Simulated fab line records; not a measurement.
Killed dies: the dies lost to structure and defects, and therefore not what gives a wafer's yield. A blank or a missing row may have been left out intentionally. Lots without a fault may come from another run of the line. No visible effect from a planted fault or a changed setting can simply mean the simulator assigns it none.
Code-filled problem report in 8D (eight disciplines) form + flow sky130 + the parts of the form that need people (team, actions taken, sign-off) are left out

1. WHAT IS WRONG
SD_N_TW at SKY_SD_N_TW_MEAS_12 reads a mean of 4223 on 6 wafers of 2 lots; wafers without a fault read 3966 with a standard deviation of 25. Measured from the usual mean, that is +10 standard deviations.
Seen first at day 28 14:10 on filmMetro-03, wafer L292.1. The record has a number at this step for 33 wafers belonging to 11 lots. The rule behind "out" and "out of limits": a value lying over 4 standard deviations away from the usual mean. All remaining wafers that have a number are taken as sound.

2. WHAT IT IS; WHAT IT IS NOT
| question                    | is                     | is not                                                                                                        |
|-----------------------------|------------------------|---------------------------------------------------------------------------------------------------------------|
| which readings at this step | SD_N_TW                | -                                                                                                             |
| which lots                  | L292, L293             | L289, L300, L302, L305, L307, L308, L310, L311, L312                                                          |
| which wafers of those lots  | all that have a number | -                                                                                                             |
| read on which gauges        | filmMetro-03           | filmMetro-02, filmMetro-04                                                                                    |
| when                        | from day 28 14:10      | up to then (3 sound wafers); but 24 sound wafers of L300, L302, L305, L307, L308, L310, L311, L312 came after |

3. THE SUSPECTS, EACH WITH WHAT RULES IT OUT
Counting: a tool at a process step up to the reading stays a suspect if it ran every lot that is out and no sound lot after the first of them.
- the gauge at SKY_SD_N_TW_MEAS_12: ruled out. All the wafers that are out were read on filmMetro-03, but those of them that SKY_SD_N_IMPLANT_09 has rows for are out there too, on other tools.
- implanter-04 at SKY_SD_N_IMPLANT_09: ruled out as a lasting fault. After its first lot that is out, L292 (day 28 13:46), sound lots L300, L302, L311 ran on it.
Left after counting: nothing in the record.

4. THE CAUSE (what the simulator had put in)
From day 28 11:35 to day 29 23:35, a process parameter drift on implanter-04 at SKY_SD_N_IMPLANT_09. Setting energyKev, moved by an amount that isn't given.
The count ruled it out by mistake, since the rule takes a fault to strike every lot its tool runs from the start of the fault on, and this one did not do so.

5. THE EFFECT CHAIN, in route order
One row per reading whose mean, taken over the struck wafers that have a number, lies over 3 standard deviations from the usual. Readings are gone through only where the record gives a usual standard deviation; hours: the median, over the lots, of the time from a lot's start at the first step in this table giving one to that lot's start at this step; sigmas: the change measured in usual standard deviations.
| hours | step                | reading              | usual        | on struck wafers | change  | sigmas      |
|-------|---------------------|----------------------|--------------|------------------|---------|-------------|
| 0     | SKY_SD_N_IMPLANT_09 | beamEnergyKeV        | 50.001       | 63.848           | +13.847 | +99 or more |
| 0     | SKY_SD_N_STRIP_11   | oesProductAu         | 0.528 a.u.   | 0.501            | -0.027  | -6.1        |
| 0     | SKY_SD_N_STRIP_11   | stripTimeToEndpointS | 22.54 s      | 24.63            | +2.09   | +54         |
| 0     | SKY_SD_N_TW_MEAS_12 | SD_N_TW              | 3966         | 4223             | +257    | +10         |
| 1     | SKY_SD_N_RS_MEAS_16 | SD_N_RS              | 68.54 ohm/sq | 60.07            | -8.47   | -65         |
The process steps in it:
- SKY_SD_N_IMPLANT_09
- SKY_SD_N_STRIP_11: strips in O2/N2.
At these later measuring or inspecting steps, every struck wafer for which the step has a row has a number for every such reading, and none has moved that far: SKY_LI_CONTACT_THK_MEAS_01.

6. WHAT WOULD HAVE CAUGHT IT SOONER
In this record the first reading out of limits at a measuring or inspecting step was taken at day 28 14:10, 3 hours after the fault began at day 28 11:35.
The tool's own readings at SKY_SD_N_IMPLANT_09 were out on every struck wafer that the step has a row for (beamEnergyKeV): an alarm limit on them would have fired on the first of those.
